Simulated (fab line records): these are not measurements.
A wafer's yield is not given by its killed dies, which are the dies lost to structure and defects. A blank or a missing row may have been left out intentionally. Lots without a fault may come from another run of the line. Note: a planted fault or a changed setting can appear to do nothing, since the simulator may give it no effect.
fab line records -- flow gf180mcu -- part 1 of 2: steps 1 to 28 of 42
[record] lots = 5, wafers = 15, lastDay = 34
route steps=602 shown V3@449 M4@456 V4@476
lots that met no fault: from a run of the same line without faults
startH: hours from the record's opening day to when the first of the lot's shown wafers began -- waitH: hours elapsed since this lot's preceding step -- " same as the row above -- L1.1+2: a row that stands for several wafers -- - no value present, or no start provided -- * or withheld: withheld -- < > ~ a bound
route shown NAME@n: names a module that has steps shown in the file, with the first one's number in the route -- usual: mean and standard deviation over wafers with no fault -- same: alike in all rows -- chamber/n: place in a boat -- sites: the reading at each site -- _std_site: the values' standard deviation -- _edge_site: outer sites' mean less inner sites' -- radiusMm: how far each site lies from the wafer's centre -- mask NAME#n: copy n -- behind: tool/chamber where the wafer was last shaped -- hold: cause of the lot's hold/its duration in hours/its outcome -- device: which transistor (n, p or np) failed to switch -- end of line: the tests these same wafers got at the end of their route -- a step with no rows: only its recipe -- killed: not the wafer's yield, but the dies lost to structure and defects at the first sort -- map: shows each die of a wafer: x if killed, . if not, _ if none is there
set.NAME: setting as actually run; set.NAME@STEP: the setting as run at that earlier step -- model.NAME: the simulator's own value behind a step, which no gauge read
lots at selected steps of the route; one table per step, one row per wafer
services: from which hour (startH, from the record's first day; less than 0 if before it) a tool's chamber was out of use, for how many hours, and why
[[steps]]
[step GF_V3_CLEAN_20]
[recipe] chemistry = DIW, dry = n2Spin
lot.wafer,tool,chamber,startH,waitH
L078.2+3+5,wetBench-03,0,558.27,0.0
L080.1+2+4,wetBench-04,2,568.68,0.0
L088.2+4+5,wetBench-03,2,627.91,0.0
L092.1+3+5,wetBench-01,1,652.37,0.0
L096.1+5+6,wetBench-04,0,684.56,0.0
[step GF_V3_SPUTTER_21]
[recipe] material = Ti, targetThkNm = 15, chamberPressurePa = 5, powerW = 2500, substrateTempC = 200, timeS = 80.02
[usual] throttleValvePct = 30.0/0.75
lot.wafer,tool,chamber,startH,waitH,throttleValvePct
L078.2,pvdSputter-03,-,558.36,0.0,29.3
L078.3,pvdSputter-03,-,558.36,0.0,31.0
L078.5,pvdSputter-03,-,558.36,0.0,30.9
L080.1,pvdSputter-02,-,568.77,0.0,30.7
L080.2,pvdSputter-02,-,568.77,0.0,29.3
L080.4,pvdSputter-02,-,568.77,0.0,30.3
L088.2,pvdSputter-03,-,628.00,0.0,30.7
L088.4,pvdSputter-03,-,628.00,0.0,30.1
L088.5,pvdSputter-03,-,628.00,0.0,30.0
L092.1,pvdSputter-01,-,652.46,0.0,30.7
L092.3,pvdSputter-01,-,652.46,0.0,30.3
L092.5,pvdSputter-01,-,652.46,0.0,30.2
L096.1,pvdSputter-03,-,684.65,0.0,30.8
L096.5,pvdSputter-03,-,684.65,0.0,29.6
L096.6,pvdSputter-03,-,684.65,0.0,30.8
[step GF_V3_SPUTTER_22]
[recipe] material = TiN, targetThkNm = 10, chamberPressurePa = 5, powerW = 4000, timeS = 40
[usual] throttleValvePct = 30.0/0.75
lot.wafer,tool,chamber,startH,waitH,throttleValvePct
L078.2,pvdSputter-03,-,558.43,0.0,29.3
L078.3,pvdSputter-03,-,558.43,0.0,30.8
L078.5,pvdSputter-03,-,558.43,0.0,30.7
L080.1,pvdSputter-02,-,568.83,0.0,31.0
L080.2,pvdSputter-02,-,568.83,0.0,29.4
L080.4,pvdSputter-02,-,568.83,0.0,30.5
L088.2,pvdSputter-03,-,628.06,0.0,30.8
L088.4,pvdSputter-03,-,628.06,0.0,29.7
L088.5,pvdSputter-03,-,628.06,0.0,30.1
L092.1,pvdSputter-01,-,652.52,0.0,30.7
L092.3,pvdSputter-01,-,652.52,0.0,30.2
L092.5,pvdSputter-01,-,652.52,0.0,30.3
L096.1,pvdSputter-03,-,684.71,0.0,30.8
L096.5,pvdSputter-03,-,684.71,0.0,29.5
L096.6,pvdSputter-03,-,684.71,0.0,30.6
[step GF_V3_CVD_23]
[recipe] material = W, targetThkNm = 350, timeS = 104.9, tempC = 400, pressureTorr = 40
[usual] heaterPowerOuterW = 448/54, heaterPowerW = 765/87
lot.wafer,tool,chamber,startH,waitH,heaterPowerOuterW,heaterPowerW
L078.2,cvdW-02,1,558.46,0.0,505,879
L078.3,cvdW-02,0,558.46,0.0,432,721
L078.5,cvdW-02,0,558.46,0.0,424,705
L080.1,cvdW-01,1,568.87,0.0,346,670
L080.2,cvdW-01,0,568.87,0.0,444,684
L080.4,cvdW-01,0,568.87,0.0,458,702
L088.2,cvdW-02,1,628.10,0.0,505,887
L088.4,cvdW-02,0,628.10,0.0,429,727
L088.5,cvdW-02,1,628.10,0.0,510,884
L092.1,cvdW-01,0,652.56,0.0,452,693
L092.3,cvdW-01,0,652.56,0.0,457,687
L092.5,cvdW-01,1,652.56,0.0,356,666
L096.1,cvdW-01,1,684.75,0.0,361,673
L096.5,cvdW-01,1,684.75,0.0,357,664
L096.6,cvdW-01,0,684.75,0.0,454,685
[step GF_V3_RS_MEAS_24]
[recipe] thkMeasGauge = four-point-probe, reads = W_of_V3_CVD_23+TiN_of_V3_SPUTTER_22+Ti_of_V3_SPUTTER_21
[usual] V3_W_RS = 0.330/0.0031
lot.wafer,tool,chamber,startH,waitH,V3_W_RS[ohm/sq]
L078.2,filmMetro-04,-,558.64,0.1,0.329
L078.3,filmMetro-04,-,558.64,0.1,0.331
L078.5,filmMetro-04,-,558.64,0.1,0.329
L080.1,filmMetro-04,-,568.98,0.1,0.326
L080.2,filmMetro-04,-,568.98,0.1,0.326
L080.4,filmMetro-04,-,568.98,0.1,0.326
L088.2,filmMetro-01,-,628.23,0.1,0.336
L088.4,filmMetro-01,-,628.23,0.1,0.332
L088.5,filmMetro-01,-,628.23,0.1,0.332
L092.1,filmMetro-01,-,652.68,0.1,0.334
L092.3,filmMetro-01,-,652.68,0.1,0.333
L092.5,filmMetro-01,-,652.68,0.1,0.333
L096.1,filmMetro-01,-,684.86,0.1,0.324
L096.5,filmMetro-01,-,684.86,0.1,0.327
L096.6,filmMetro-01,-,684.86,0.1,0.325
[step GF_V3_THK_MEAS_25]
[recipe] thkMeasGauge = xrf, reads = W_of_V3_CVD_23
[usual] V3_W_THK = 356/4.1
lot.wafer,tool,chamber,startH,waitH,V3_W_THK[nm]
L078.2,filmMetro-04,-,558.75,0.1,351
L078.3,filmMetro-04,-,558.75,0.1,352
L078.5,filmMetro-04,-,558.75,0.1,352
L080.1,filmMetro-04,-,569.10,0.1,356
L080.2,filmMetro-04,-,569.10,0.1,356
L080.4,filmMetro-04,-,569.10,0.1,355
L088.2,filmMetro-01,-,628.34,0.1,357
L088.4,filmMetro-01,-,628.34,0.1,360
L088.5,filmMetro-01,-,628.34,0.1,362
L092.1,filmMetro-01,-,652.80,0.1,352
L092.3,filmMetro-01,-,652.80,0.1,353
L092.5,filmMetro-01,-,652.80,0.1,355
L096.1,filmMetro-01,-,684.98,0.1,362
L096.5,filmMetro-01,-,684.98,0.1,357
L096.6,filmMetro-01,-,684.98,0.1,359
[step GF_V3_CMP_26]
[recipe] stopOn = SiO2, downForcePsi = 3.5, platenRpm = 60, tOverpolishS = 15, targetThkNm = 0, padVelocityMS = 0.94248
[usual] headPressurePsi = 3.501/0.0077, motorCurrentA = 10.6/1.4, overpolishRunS = 15.000/0.0096, retainingRingPressureFrac = 1.000/0.0053, timeToEndpointS = 84.2/2.5
lot.wafer,tool,chamber,startH,waitH,headPressurePsi,motorCurrentA,overpolishRunS,retainingRingPressureFrac,timeToEndpointS
L078.3,cmp-01,3,558.92,0.1,3.494,8.8,15.026,0.998,84.8
L078.2,cmp-01,1,558.92,0.1,3.486,12.6,15.001,1.005,86.2
L078.5,cmp-01,3,558.92,0.1,3.497,8.4,14.987,0.994,82.7
L080.4,cmp-02,2,569.21,0.1,3.502,10.8,14.998,0.996,87.3
L080.1,cmp-02,3,569.21,0.1,3.487,11.2,15.000,1.002,86.7
L080.2,cmp-02,0,569.21,0.1,3.503,12.1,14.985,1.001,86.6
L088.2,cmp-01,2,628.51,0.2,3.517,12.0,14.995,1.002,80.9
L088.4,cmp-01,0,628.51,0.2,3.505,9.9,15.011,0.997,85.6
L088.5,cmp-01,3,628.51,0.2,3.492,8.5,15.007,0.999,80.8
L092.3,cmp-01,2,652.91,0.1,3.505,11.4,14.998,0.998,81.1
L092.1,cmp-01,0,652.91,0.1,3.492,9.8,15.017,1.004,82.9
L092.5,cmp-01,2,652.91,0.1,3.497,12.0,14.990,1.008,83.9
L096.1,cmp-01,1,685.09,0.1,3.496,12.0,15.000,0.994,87.1
L096.6,cmp-01,0,685.09,0.1,3.500,9.9,15.004,1.001,82.4
L096.5,cmp-01,1,685.09,0.1,3.489,11.8,14.990,1.002,81.8
[step GF_M4_SPUTTER_00]
[recipe] material = Ti, targetThkNm = 37.5, arrivingIonEnergyEv = 80, substrateTempC = 200, chamberPressurePa = 2, powerW = 4000, timeS = 150
[usual] throttleValvePct = 30.2/0.94
lot.wafer,tool,chamber,startH,waitH,throttleValvePct
L078.2,pvdSputter-01,-,559.22,0.1,30.4
L078.3,pvdSputter-01,-,559.22,0.1,29.2
L078.5,pvdSputter-01,-,559.22,0.1,30.0
L080.1,pvdSputter-04,-,569.46,0.1,30.9
L080.2,pvdSputter-04,-,569.46,0.1,29.1
L080.4,pvdSputter-04,-,569.46,0.1,30.7
L088.2,pvdSputter-01,-,628.81,0.2,29.4
L088.4,pvdSputter-01,-,628.81,0.2,30.3
L088.5,pvdSputter-01,-,628.81,0.2,30.6
L092.1,pvdSputter-02,-,653.16,0.1,29.3
L092.3,pvdSputter-02,-,653.16,0.1,28.6
L092.5,pvdSputter-02,-,653.16,0.1,29.2
L096.1,pvdSputter-02,-,685.34,0.2,29.5
L096.5,pvdSputter-02,-,685.34,0.2,31.1
L096.6,pvdSputter-02,-,685.34,0.2,30.4
[step GF_M4_SPUTTER_01]
[recipe] material = TiN, targetThkNm = 30, powerW = 6500, timeS = 25, chamberPressurePa = 0.4
[usual] throttleValvePct = 30.1/0.98
lot.wafer,tool,chamber,startH,waitH,throttleValvePct
L078.2,pvdSputter-01,-,559.32,0.1,30.7
L078.3,pvdSputter-01,-,559.32,0.1,29.6
L078.5,pvdSputter-01,-,559.32,0.1,29.8
L080.1,pvdSputter-04,-,569.56,0.1,30.9
L080.2,pvdSputter-04,-,569.56,0.1,28.9
L080.4,pvdSputter-04,-,569.56,0.1,30.8
L088.2,pvdSputter-01,-,628.91,0.1,29.9
L088.4,pvdSputter-01,-,628.91,0.1,30.6
L088.5,pvdSputter-01,-,628.91,0.1,30.7
L092.1,pvdSputter-02,-,653.26,0.1,29.1
L092.3,pvdSputter-02,-,653.26,0.1,28.6
L092.5,pvdSputter-02,-,653.26,0.1,29.5
L096.1,pvdSputter-02,-,685.44,0.1,29.0
L096.5,pvdSputter-02,-,685.44,0.1,31.0
L096.6,pvdSputter-02,-,685.44,0.1,30.2
[step GF_M4_SPUTTER_02]
[recipe] material = AlCu, targetThkNm = 450, powerW = 10600, timeS = 23.9, chamberPressurePa = 0.4
[usual] throttleValvePct = 30.1/0.97
lot.wafer,tool,chamber,startH,waitH,throttleValvePct
L078.2,pvdSputter-01,-,559.35,0.0,30.4
L078.3,pvdSputter-01,-,559.35,0.0,29.4
L078.5,pvdSputter-01,-,559.35,0.0,29.4
L080.1,pvdSputter-04,-,569.59,0.0,30.6
L080.2,pvdSputter-04,-,569.59,0.0,29.2
L080.4,pvdSputter-04,-,569.59,0.0,31.3
L088.2,pvdSputter-01,-,628.94,0.0,29.5
L088.4,pvdSputter-01,-,628.94,0.0,30.5
L088.5,pvdSputter-01,-,628.94,0.0,30.8
L092.1,pvdSputter-02,-,653.29,0.0,29.3
L092.3,pvdSputter-02,-,653.29,0.0,28.6
L092.5,pvdSputter-02,-,653.29,0.0,29.3
L096.1,pvdSputter-02,-,685.47,0.0,29.2
L096.5,pvdSputter-02,-,685.47,0.0,30.9
L096.6,pvdSputter-02,-,685.47,0.0,30.3
[step GF_M4_SPUTTER_03]
[recipe] material = Ti, targetThkNm = 10, substrateTempC = 300, chamberPressurePa = 0.3, powerW = 3000, timeS = 6.7
[usual] throttleValvePct = 30.1/0.96
lot.wafer,tool,chamber,startH,waitH,throttleValvePct
L078.2,pvdSputter-01,-,559.38,0.0,30.5
L078.3,pvdSputter-01,-,559.38,0.0,29.2
L078.5,pvdSputter-01,-,559.38,0.0,29.8
L080.1,pvdSputter-04,-,569.62,0.0,30.8
L080.2,pvdSputter-04,-,569.62,0.0,29.1
L080.4,pvdSputter-04,-,569.62,0.0,30.9
L088.2,pvdSputter-01,-,628.97,0.0,29.1
L088.4,pvdSputter-01,-,628.97,0.0,30.6
L088.5,pvdSputter-01,-,628.97,0.0,30.5
L092.1,pvdSputter-02,-,653.32,0.0,29.3
L092.3,pvdSputter-02,-,653.32,0.0,28.5
L092.5,pvdSputter-02,-,653.32,0.0,29.2
L096.1,pvdSputter-02,-,685.50,0.0,29.6
L096.5,pvdSputter-02,-,685.50,0.0,30.7
L096.6,pvdSputter-02,-,685.50,0.0,30.3
[step GF_M4_SPUTTER_04]
[recipe] material = TiN, targetThkNm = 50, powerW = 6500, timeS = 41.7, chamberPressurePa = 0.4
[usual] throttleValvePct = 30.1/0.94
lot.wafer,tool,chamber,startH,waitH,throttleValvePct
L078.2,pvdSputter-01,-,559.40,0.0,30.6
L078.3,pvdSputter-01,-,559.40,0.0,29.5
L078.5,pvdSputter-01,-,559.40,0.0,30.1
L080.1,pvdSputter-04,-,569.64,0.0,30.8
L080.2,pvdSputter-04,-,569.64,0.0,29.0
L080.4,pvdSputter-04,-,569.64,0.0,31.2
L088.2,pvdSputter-01,-,628.99,0.0,29.7
L088.4,pvdSputter-01,-,628.99,0.0,30.6
L088.5,pvdSputter-01,-,628.99,0.0,30.7
L092.1,pvdSputter-02,-,653.34,0.0,29.1
L092.3,pvdSputter-02,-,653.34,0.0,28.7
L092.5,pvdSputter-02,-,653.34,0.0,29.2
L096.1,pvdSputter-02,-,685.52,0.0,29.5
L096.5,pvdSputter-02,-,685.52,0.0,30.7
L096.6,pvdSputter-02,-,685.52,0.0,30.3
[step GF_M4_RS_MEAS_05]
[recipe] thkMeasGauge = four-point-probe, reads = TiN_of_M4_SPUTTER_04+Ti_of_M4_SPUTTER_03+AlCu_of_M4_SPUTTER_02+TiN_of_M4_SPUTTER_01+Ti_of_M4_SPUTTER_00
[usual] M4_ALCU_RS = 0.0698/0.00078
lot.wafer,tool,chamber,startH,waitH,M4_ALCU_RS[ohm/sq]
L078.2,filmMetro-01,-,559.46,0.0,0.0699
L078.3,filmMetro-01,-,559.46,0.0,0.0700
L078.5,filmMetro-01,-,559.46,0.0,0.0695
L080.1,filmMetro-03,-,569.68,0.0,0.0683
L080.2,filmMetro-03,-,569.68,0.0,0.0687
L080.4,filmMetro-03,-,569.68,0.0,0.0691
L088.2,filmMetro-03,-,629.05,0.0,0.0697
L088.4,filmMetro-03,-,629.05,0.0,0.0703
L088.5,filmMetro-03,-,629.05,0.0,0.0695
L092.1,filmMetro-03,-,653.38,0.0,0.0703
L092.3,filmMetro-03,-,653.38,0.0,0.0698
L092.5,filmMetro-03,-,653.38,0.0,0.0695
L096.1,filmMetro-03,-,685.56,0.0,0.0710
L096.5,filmMetro-03,-,685.56,0.0,0.0709
L096.6,filmMetro-03,-,685.56,0.0,0.0709
[step GF_M4_THK_MEAS_06]
[recipe] thkMeasGauge = xrf, reads = AlCu_of_M4_SPUTTER_02
[usual] M4_ALCU_THK = 440/5.3
lot.wafer,tool,chamber,startH,waitH,M4_ALCU_THK[nm]
L078.2,filmMetro-01,-,559.57,0.1,436
L078.3,filmMetro-01,-,559.57,0.1,438
L078.5,filmMetro-01,-,559.57,0.1,438
L080.1,filmMetro-03,-,569.80,0.1,451
L080.2,filmMetro-03,-,569.80,0.1,449
L080.4,filmMetro-03,-,569.80,0.1,446
L088.2,filmMetro-03,-,629.16,0.1,441
L088.4,filmMetro-03,-,629.16,0.1,440
L088.5,filmMetro-03,-,629.16,0.1,441
L092.1,filmMetro-03,-,653.50,0.1,440
L092.3,filmMetro-03,-,653.50,0.1,442
L092.5,filmMetro-03,-,653.50,0.1,445
L096.1,filmMetro-03,-,685.68,0.1,435
L096.5,filmMetro-03,-,685.68,0.1,436
L096.6,filmMetro-03,-,685.68,0.1,436
[step GF_M4_DEHYDRATE_07]
[recipe] tempC = 200, timeS = 60
lot.wafer,tool,chamber,startH,waitH
L078.2+3+5,lithoTrack-04,0,569.57,10.0
L080.1+2+4,lithoTrack-01,0,580.09,10.3
L088.2+4+5,lithoTrack-01,0,638.12,9.0
L092.1+3+5,lithoTrack-01,0,663.19,9.7
L096.1+5+6,lithoTrack-01,0,693.89,8.2
[step GF_M4_HMDS_08]
[recipe] primeTimeS = 60, primeTempC = 120
lot.wafer,tool,chamber,startH,waitH
L078.2+3+5,lithoTrack-04,0,569.72,0.1
L080.1+2+4,lithoTrack-01,0,580.24,0.1
L088.2+4+5,lithoTrack-01,0,638.27,0.1
L092.1+3+5,lithoTrack-01,0,663.34,0.1
L096.1+5+6,lithoTrack-01,0,694.04,0.1
[step GF_M4_COAT_09]
[recipe] resist = KrF, spinRpm = withheld, resistThkNm = 1000
lot.wafer,tool,chamber,startH,waitH
L078.2+3+5,lithoTrack-04,0,569.87,0.1
L080.1+2+4,lithoTrack-01,0,580.39,0.1
L088.2+4+5,lithoTrack-01,0,638.42,0.1
L092.1+3+5,lithoTrack-01,0,663.49,0.1
L096.1+5+6,lithoTrack-01,0,694.19,0.1
[step GF_M4_SOFTBAKE_10]
[recipe] tempC = 130, timeS = 60, resist = KrF
lot.wafer,tool,chamber,startH,waitH
L078.2+3+5,lithoTrack-04,0,570.02,0.1
L080.1+2+4,lithoTrack-01,0,580.54,0.1
L088.2+4+5,lithoTrack-01,0,638.57,0.1
L092.1+3+5,lithoTrack-01,0,663.64,0.1
L096.1+5+6,lithoTrack-01,0,694.34,0.1
[step GF_M4_EXPOSE_11]
[recipe] maskId = Metal4, targetCdNm = 280, na = 0.68, sourceShape = conventional, sigmaOuter = 0.6, doseMj = 28
lot.wafer,tool,chamber,startH,waitH,mask
L078.2+3+5,krfScanner-02,0,-,-,Metal4#0
L080.1+2+4,krfScanner-01,0,-,-,Metal4#0
L088.2+4+5,krfScanner-01,0,-,-,Metal4#0
L092.1+3+5,krfScanner-01,0,-,-,Metal4#0
L096.1+5+6,krfScanner-01,0,-,-,Metal4#0
[step GF_M4_PEB_12]
[recipe] pebTempC = 135, pebTimeS = 90, resist = KrF
lot.wafer,tool,chamber,startH,waitH
L078.2+3+5,lithoTrack-02,0,-,-
L080.1+2+4,lithoTrack-02,0,-,-
L088.2+4+5,lithoTrack-01,0,-,-
L092.1+3+5,lithoTrack-01,0,-,-
L096.1+5+6,lithoTrack-02,0,-,-
[step GF_M4_DEVELOP_13]
[recipe] developTimeS = 60, devTempC = 21
lot.wafer,tool,chamber,startH,waitH
L078.2+3+5,lithoTrack-02,0,580.76,0.2
L080.1+2+4,lithoTrack-02,0,590.98,0.2
L088.2+4+5,lithoTrack-01,0,646.92,0.2
L092.1+3+5,lithoTrack-01,0,672.39,0.2
L096.1+5+6,lithoTrack-02,0,703.78,0.2
[step GF_M4_CD_MEAS_14]
[recipe] targetCdNm = 280
[usual] cdNm = 279.6/1.3
lot.wafer,tool,chamber,startH,waitH,cdNm
L078.2,cdSem-02,-,580.90,0.1,279.1
L078.3,cdSem-02,-,580.90,0.1,279.3
L078.5,cdSem-02,-,580.90,0.1,279.5
L080.1,cdSem-02,-,591.13,0.1,278.0
L080.2,cdSem-02,-,591.13,0.1,278.0
L080.4,cdSem-02,-,591.13,0.1,278.2
L088.2,cdSem-02,-,647.19,0.3,280.3
L088.4,cdSem-02,-,647.19,0.3,281.0
L088.5,cdSem-02,-,647.19,0.3,280.4
L092.1,cdSem-01,-,672.54,0.1,279.0
L092.3,cdSem-01,-,672.54,0.1,280.1
L092.5,cdSem-01,-,672.54,0.1,281.0
L096.1,cdSem-01,-,703.93,0.1,280.4
L096.5,cdSem-01,-,703.93,0.1,278.4
L096.6,cdSem-01,-,703.93,0.1,279.0
[step GF_M4_OVL_MEAS_15]
[usual] M4_OVL = 3/6.6
lot.wafer,tool,chamber,startH,waitH,M4_OVL[nm]
L078.2,overlay-02,-,581.01,0.1,9
L078.3,overlay-02,-,581.01,0.1,14
L078.5,overlay-02,-,581.01,0.1,12
L080.1,overlay-02,-,591.25,0.1,4
L080.2,overlay-02,-,591.25,0.1,9
L080.4,overlay-02,-,591.25,0.1,1
L088.2,overlay-02,-,647.30,0.1,-1
L088.4,overlay-02,-,647.30,0.1,1
L088.5,overlay-02,-,647.30,0.1,11
L092.1,overlay-02,-,672.66,0.1,-2
L092.3,overlay-02,-,672.66,0.1,-1
L092.5,overlay-02,-,672.66,0.1,0
L096.1,overlay-01,-,704.05,0.1,9
L096.5,overlay-01,-,704.05,0.1,7
L096.6,overlay-01,-,704.05,0.1,3
[step GF_M4_METAL_ETCH_16]
[recipe] chemistry = Cl2/BCl3, maskMaterial = KrF, targetDepthNm = 627.5, stopOn = SiO2, pressureMtorr = 8, icpW = 800, biasW = 140, Cl2_flow_sccm = 80, bcl3FlowSccm = 40, timeS = 104.6
[usual] biasW = 140.1/0.4, drypumpMotorCurrentA = 5.6/0.33, heBacksideLeakSccm = 3.3/0.44, mfcCl2Sccm = 79.94/0.25, oesProductAu = 0.971/0.0068, throttleValvePct = 28.252/0.01
lot.wafer,tool,chamber,startH,waitH,biasW,drypumpMotorCurrentA,heBacksideLeakSccm,mfcCl2Sccm,oesProductAu,rfHoursCounterH,throttleValvePct
L078.2,rieMetal-03,0,581.04,0.0,139.8,4.9,3.0,79.97,0.973,11,28.246
L078.3,rieMetal-03,1,581.04,0.0,140.3,5.7,3.5,80.35,0.968,-,28.235
L078.5,rieMetal-03,0,581.04,0.0,139.6,4.8,3.1,80.11,0.974,-,28.252
L080.1,rieMetal-01,1,591.29,0.0,139.9,5.7,3.1,80.29,0.974,10,28.240
L080.2,rieMetal-01,0,591.29,0.0,140.0,5.5,3.8,79.89,0.976,12,28.270
L080.4,rieMetal-01,1,591.29,0.0,140.1,5.7,3.3,80.05,0.967,-,28.239
L088.2,rieMetal-02,0,647.33,0.0,140.3,6.0,3.6,80.09,0.970,4,28.259
L088.4,rieMetal-02,1,647.33,0.0,139.4,5.8,3.2,79.87,0.970,-,28.248
L088.5,rieMetal-02,0,647.33,0.0,139.9,6.0,3.7,79.60,0.972,-,28.254
L092.1,rieMetal-02,0,672.70,0.0,140.1,6.0,3.7,80.23,0.965,5,28.251
L092.3,rieMetal-02,1,672.70,0.0,140.4,5.8,4.6,79.46,0.970,-,28.259
L092.5,rieMetal-02,0,672.70,0.0,139.7,6.0,3.5,80.05,0.975,-,28.232
L096.1,rieMetal-02,1,704.09,0.0,139.9,5.8,3.1,79.58,0.970,5,28.249
L096.5,rieMetal-02,0,704.09,0.0,139.6,6.0,3.7,79.61,0.956,-,28.282
L096.6,rieMetal-02,1,704.09,0.0,140.0,5.8,3.1,79.76,0.958,-,28.264
[step GF_M4_STRIP_17]
[recipe] chemistry = O2/N2, powerW = 1400, pressureMtorr = 1500, platenTempC = 250, o2FlowSccm = 3000, n2FlowSccm = 300, overashFraction = 0.5
[usual] drypumpMotorCurrentA = 5.7/0.32, heaterPowerW = 321/19, oesProductAu = 0.557/0.0045, stripTimeToEndpointS = 7.86/0.037
lot.wafer,tool,chamber,startH,waitH,drypumpMotorCurrentA,heaterPowerW,oesProductAu,rfHoursCounterH,stripTimeToEndpointS
L078.2,plasmaAsher-02,1,581.15,0.1,5.7,348,0.557,44,7.83
L078.3,plasmaAsher-02,1,581.15,0.1,5.7,349,0.564,-,7.93
L078.5,plasmaAsher-02,1,581.15,0.1,5.7,342,0.547,-,7.87
L080.1,plasmaAsher-01,1,591.40,0.1,5.3,303,0.560,82,7.83
L080.2,plasmaAsher-01,0,591.40,0.1,5.9,318,0.556,82,7.86
L080.4,plasmaAsher-01,1,591.40,0.1,5.3,315,0.562,-,7.82
L088.2,plasmaAsher-01,0,647.44,0.1,5.9,330,0.563,87,7.86
L088.4,plasmaAsher-01,0,647.44,0.1,5.9,327,0.551,-,7.83
L088.5,plasmaAsher-01,0,647.44,0.1,5.9,336,0.562,-,7.86
L092.1,plasmaAsher-02,1,672.81,0.1,5.7,352,0.560,55,7.89
L092.3,plasmaAsher-02,1,672.81,0.1,5.7,349,0.550,-,7.88
L092.5,plasmaAsher-02,1,672.81,0.1,5.7,347,0.560,-,7.88
L096.1,plasmaAsher-01,0,704.20,0.1,5.9,328,0.548,93,7.85
L096.5,plasmaAsher-01,0,704.20,0.1,5.9,333,0.560,-,7.88
L096.6,plasmaAsher-01,1,704.20,0.1,5.3,315,0.557,-,7.85
[step GF_M4_STRIP_18]
[recipe] chemistry = postEtchResidueRemover, timeS = 1200, tempC = 72.5
lot.wafer,tool,chamber,startH,waitH
L078.2+3+5,wetBench-02,3,581.25,0.1
L080.1+2+4,wetBench-04,3,591.50,0.1
L088.2+4+5,wetBench-04,3,647.61,0.1
L092.1+3+5,wetBench-02,0,672.91,0.1
L096.1+5+6,wetBench-04,2,704.30,0.1
[step GF_M4_CLEAN_19]
[recipe] chemistry = DIW, dry = n2Spin
lot.wafer,tool,chamber,startH,waitH
L078.2+3+5,wetBench-04,2,581.62,0.0
L080.1+2+4,wetBench-02,0,591.84,0.0
L088.2+4+5,wetBench-02,3,647.98,0.0
L092.1+3+5,wetBench-04,2,673.28,0.0
L096.1+5+6,wetBench-03,3,704.64,0.0
[step GF_V4_CVD_00]
[recipe] material = SiO2, targetThkNm = 600, sigmaOpenFrac = 0.3, tempC = 400, timeS = 100, sih4FlowSccm = 60, pressureMtorr = 6
lot.wafer,tool,chamber,startH,waitH
L078.2+3+5,hdpcvd-01,"2,0,0",581.71,0.0
L080.1+2+4,hdpcvd-01,"2,1,1",591.93,0.0
L088.2+4+5,hdpcvd-02,"1,1,2",648.08,0.0
L092.1+3+5,hdpcvd-01,"1,2,1",673.37,0.0
L096.1+5+6,hdpcvd-02,"1,0,2",704.73,0.0
